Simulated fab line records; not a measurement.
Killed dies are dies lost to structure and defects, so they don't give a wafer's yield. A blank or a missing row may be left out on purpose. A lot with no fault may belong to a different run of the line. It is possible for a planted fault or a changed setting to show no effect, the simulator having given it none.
Split-lot experiment :: flow gf180mcu :: route with 602 steps; 5 lots, 23 wafers read

THE SPLIT ITSELF
At GF_M2_PEB_12 (peb time 90 s), the setting pebTempC was moved away from the recipe's 135 C on 5 of the 23 wafers read, by -2.2% to -2.0%. This setting was run at the recipe's value on the other wafers.

FROM THE SPLIT TO THE READING: what the file shows between them, 1 step
- GF_M2_DEVELOP_13: develop time 60 s

THE READING
Shown in nm: cdNm at GF_M2_CD_MEAS_14, with target cd 280 nm. Fault-free wafers of this fab line usually give 280.7 nm, standard deviation 1 nm.

wafer: L074.1
tool, chamber at the split: lithoTrack-01, 0
pebTempC as run, C: 135
against the recipe: recipe
cdNm, nm: 280.3
against lot-mates on the recipe: -

wafer: L074.2
tool, chamber at the split: lithoTrack-01, 0
pebTempC as run, C: 135
against the recipe: recipe
cdNm, nm: 280.1
against lot-mates on the recipe: -

wafer: L074.3
tool, chamber at the split: lithoTrack-01, 0
pebTempC as run, C: 135
against the recipe: recipe
cdNm, nm: 282.3
against lot-mates on the recipe: -

wafer: L074.5
tool, chamber at the split: lithoTrack-01, 0
pebTempC as run, C: 135
against the recipe: recipe
cdNm, nm: 279.5
against lot-mates on the recipe: -

wafer: L074.6
tool, chamber at the split: lithoTrack-01, 0
pebTempC as run, C: 135
against the recipe: recipe
cdNm, nm: 281.2
against lot-mates on the recipe: -

wafer: L075.1
tool, chamber at the split: lithoTrack-03, 0
pebTempC as run, C: 135
against the recipe: recipe
cdNm, nm: 279.9
against lot-mates on the recipe: -

wafer: L075.2
tool, chamber at the split: lithoTrack-03, 0
pebTempC as run, C: 135
against the recipe: recipe
cdNm, nm: 279.2
against lot-mates on the recipe: -

wafer: L075.3
tool, chamber at the split: lithoTrack-03, 0
pebTempC as run, C: 135
against the recipe: recipe
cdNm, nm: 280.4
against lot-mates on the recipe: -

wafer: L075.5
tool, chamber at the split: lithoTrack-03, 0
pebTempC as run, C: 135
against the recipe: recipe
cdNm, nm: 278.6
against lot-mates on the recipe: -

wafer: L075.6
tool, chamber at the split: lithoTrack-03, 0
pebTempC as run, C: 135
against the recipe: recipe
cdNm, nm: 277.8
against lot-mates on the recipe: -

wafer: L076.1
tool, chamber at the split: lithoTrack-02, 0
pebTempC as run, C: 135
against the recipe: recipe
cdNm, nm: 280.2
against lot-mates on the recipe: -

wafer: L076.3
tool, chamber at the split: lithoTrack-02, 0
pebTempC as run, C: 135
against the recipe: recipe
cdNm, nm: 279.7
against lot-mates on the recipe: -

wafer: L076.4
tool, chamber at the split: lithoTrack-02, 0
pebTempC as run, C: 135
against the recipe: recipe
cdNm, nm: 278.7
against lot-mates on the recipe: -

wafer: L076.5
tool, chamber at the split: lithoTrack-02, 0
pebTempC as run, C: 132
against the recipe: -2.2%
cdNm, nm: 288.8
against lot-mates on the recipe: +9.3

wafer: L076.6
tool, chamber at the split: lithoTrack-02, 0
pebTempC as run, C: 132
against the recipe: -2.2%
cdNm, nm: 289.5
against lot-mates on the recipe: +10.0

wafer: L081.1
tool, chamber at the split: lithoTrack-01, 0
pebTempC as run, C: 135
against the recipe: recipe
cdNm, nm: 280.0
against lot-mates on the recipe: -

wafer: L081.2
tool, chamber at the split: lithoTrack-01, 0
pebTempC as run, C: 132.3
against the recipe: -2.0%
cdNm, nm: 290.0
against lot-mates on the recipe: +9.9

wafer: L081.3
tool, chamber at the split: lithoTrack-01, 0
pebTempC as run, C: 132.3
against the recipe: -2.0%
cdNm, nm: 288.5
against lot-mates on the recipe: +8.4

wafer: L081.4
tool, chamber at the split: lithoTrack-01, 0
pebTempC as run, C: 135
against the recipe: recipe
cdNm, nm: 280.1
against lot-mates on the recipe: -

wafer: L081.6
tool, chamber at the split: lithoTrack-01, 0
pebTempC as run, C: 132.3
against the recipe: -2.0%
cdNm, nm: 287.8
against lot-mates on the recipe: +7.8

wafer: L084.1
tool, chamber at the split: lithoTrack-02, 0
pebTempC as run, C: 135
against the recipe: recipe
cdNm, nm: 281.6
against lot-mates on the recipe: -

wafer: L084.3
tool, chamber at the split: lithoTrack-02, 0
pebTempC as run, C: 135
against the recipe: recipe
cdNm, nm: 281.5
against lot-mates on the recipe: -

wafer: L084.4
tool, chamber at the split: lithoTrack-02, 0
pebTempC as run, C: 135
against the recipe: recipe
cdNm, nm: 281.6
against lot-mates on the recipe: -

FIT RESULTS
A straight line over all 23 wafers: cdNm changes by -4.19 nm for each +1% of pebTempC; r = -0.96; the points scatter about the line by 1.1 nm.
The same after taking each lot's own level away (the mean of its wafers on the recipe; 23 wafers): -4.34 nm for each +1%; r = -0.98; scatter 0.79 nm.
Per that fit: largest pebTempC move, reading shift of 9.7 nm.
The lots' own levels span 279.18 to 281.57 nm, that is 2.4 times the standard deviation above.
The two slopes agree, so the slope changes little with the lot-to-lot level.
Check: for one of the wafers moved furthest among these (-2.2%), held out of the fit, the line's prediction against its lot-mates is +9.77 nm. Against them it came out at +9.27 nm.

FURTHER SPLITS ON THESE WAFERS
Note: prior to the reading, these wafers also went through further splits. Each is held against what the fit with the lots' levels taken away leaves over:
other split on the same wafers: GF_M2_COAT_09 resistThkNm
wafers away from the commonest value: 10
r with cdNm (lot level and that fit taken away): +0.56

FILE'S OWN FIT
cdNm changes by -4.34 nm for each +1% of pebTempC, r = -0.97.
